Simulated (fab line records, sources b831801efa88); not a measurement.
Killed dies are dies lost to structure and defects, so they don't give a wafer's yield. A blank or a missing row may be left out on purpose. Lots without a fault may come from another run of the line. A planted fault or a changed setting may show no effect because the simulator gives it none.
A struck lot beside a sound one | flow sky130 | 35 steps out of a route of 708
Sound: wafers L287.1, L287.4, L287.5. Struck: wafers L304.1, L304.2, L304.6. The cause comes at the end.
At each step with rows: each side's tool, then ch and its chambers, then its first start. Under that, the readings that differ: sound wafers | struck wafers | difference of the means | sigmas: that difference in standard deviations of wafers without a fault.
alike: readings whose means differ by less than 2 such deviations, and words and numbers that are the same on both sides. not compared: withheld readings, readings that some wafer has no value for, bounds like >300 that may hide the same value, and numbers for which the record gives no deviation and whose values overlap.
The two part at a step that has a row with sigmas, a row that says differs or no value, or rows on one side only. Numbers that don't overlap but have no deviation are shown without sigmas and don't part them. A reading that every wafer of one side lacks parts them only if that side has two wafers or more.

first, 10 steps without rows for these wafers: SKY_VIA1_COAT_06 (resist thk 60 nm); SKY_VIA1_COAT_07 (resist thk 450 nm); SKY_VIA1_SOFTBAKE_08 (time 90 s); SKY_VIA1_EXPOSE_09 (exposes mask VIM, target cd 150 nm); SKY_VIA1_PEB_10; SKY_VIA1_DEVELOP_11 (develop time 60 s); SKY_VIA1_ETCH_14 (etches BARC in N2/H2, stops on SiO2, time 45.9 s, target depth 60 nm); SKY_VIA1_ETCH_15 (etches SiO2 in C4F8/O2/Ar, stops on TiN, target depth 351 nm, time 54 s); SKY_VIA1_STRIP_16 (strips in O2/N2); SKY_VIA1_STRIP_17 (strips in post etch residue remover, time 1200 s).
SKY_VIA1_CLEAN_18: cleans in IPA, time 180 s.
  sound on wet_bench-02 ch 0, day 34 13:10; struck on wet_bench-04 ch 0, day 40 14:02
then, 23 steps without rows for these wafers: SKY_VIA1_CLEAN_19 (cleans in O3/DIW); SKY_VIA1_SPUTTER_20 (material TiN, target thk 20 nm, time 80 s); SKY_VIA1_CVD_21 (deposits W, target thk 270 nm, time 80.902 s); SKY_VIA1_CMP_24 (polishes, stops on SiO2, t overpolish 15 s, target thk 0 nm); SKY_METAL2_SPUTTER_00 (material Ti, target thk 15 nm, time 10 s); SKY_METAL2_SPUTTER_01 (material TiN, target thk 20 nm, time 16.7 s); SKY_METAL2_SPUTTER_02 (material AlCu, target thk 250 nm, time 13.3 s); SKY_METAL2_SPUTTER_03 (material Ti, target thk 5 nm, time 3.3 s); SKY_METAL2_SPUTTER_04 (material TiN, target thk 70 nm, time 58.3 s); SKY_METAL2_DEHYDRATE_07 (time 60 s); SKY_METAL2_HMDS_08 (prime time 60 s); SKY_METAL2_COAT_09 (resist thk 60 nm); SKY_METAL2_COAT_10 (resist thk 450 nm); SKY_METAL2_SOFTBAKE_11 (time 90 s); SKY_METAL2_EXPOSE_12 (exposes mask MM2, target cd 140 nm); SKY_METAL2_PEB_13; SKY_METAL2_DEVELOP_14 (develop time 60 s); SKY_METAL2_DESCUM_17 (chemistry O2, time 8 s); SKY_METAL2_ETCH_18 (etches BARC in N2/H2, stops on SiO2, time 45.9 s, target depth 60 nm); SKY_METAL2_METAL_ETCH_19 (etches the open film in Cl2/BCl3, stops on SiO2, target depth 360 nm, time 78 s); SKY_METAL2_STRIP_20 (strips in O2/N2); SKY_METAL2_STRIP_21 (strips in post etch residue remover, time 1200 s); SKY_METAL2_CLEAN_22 (cleans in IPA, time 180 s).
-- the record jumps here: 10 days lie between the struck wafers' starts before and after (it left off in module METAL2 and takes up again in module PAD_OPEN, whose first step shown is number 708 of the route) --
SKY_PAD_OPEN_PROBE_99:
  sound on prober-02, day 46 03:20; struck on prober-01, day 50 14:04
  reading                               | sound             | struck            | difference | sigmas
  defect_limited_yield (%)              | 81.7 81.5 80.1    | 75.0 72.6 76.8    | -6.3       | -3
  killed_at_M0_to_M3                    | 39 48 45          | 78 82 85          | +38        | +6
  killed_dies                           | 90 91 98          | 123 135 114       | +31        | +3
  killed_on_rim                         | 16 13 20          | 25 25 23          | +8         | +2
  killed_open                           | 53 63 56          | 34 45 37          | -19        | -3
  sort_bin_3_pad_short (%)              | 0.8 0.6 1.2       | 1.8 3.7 3.7       | +2.2       | +6
  sort_n_pass                           | 402 401 394       | 369 357 378       | -31        | -3
  sort_yield_pct (%)                    | 81.7 81.5 80.1    | 75.0 72.6 76.8    | -6.3       | -3
  model.etest.tester.sort_n_pass        | 402 401 394       | 369 357 378       | -31        |
  model.etest.tester.sort_yield_pct (%) | 81.71 81.5 80.08  | 75 72.56 76.83    | -6         |
  model.etest.tester.sort_bin_3_pct (%) | 0.813 0.6098 1.22 | 1.829 3.659 3.659 | +2.168     |
  alike: killed_at_M4_up, killed_at_contacts, killed_at_front_end, killed_at_other, killed_short, sort_bin_5_function, sort_bin_6_memory
  not compared: model.etest.tester.sort_bin_5_pct

WHERE THEY PART
Only at SKY_PAD_OPEN_PROBE_99, within this record.

WHY: what the simulator had put in
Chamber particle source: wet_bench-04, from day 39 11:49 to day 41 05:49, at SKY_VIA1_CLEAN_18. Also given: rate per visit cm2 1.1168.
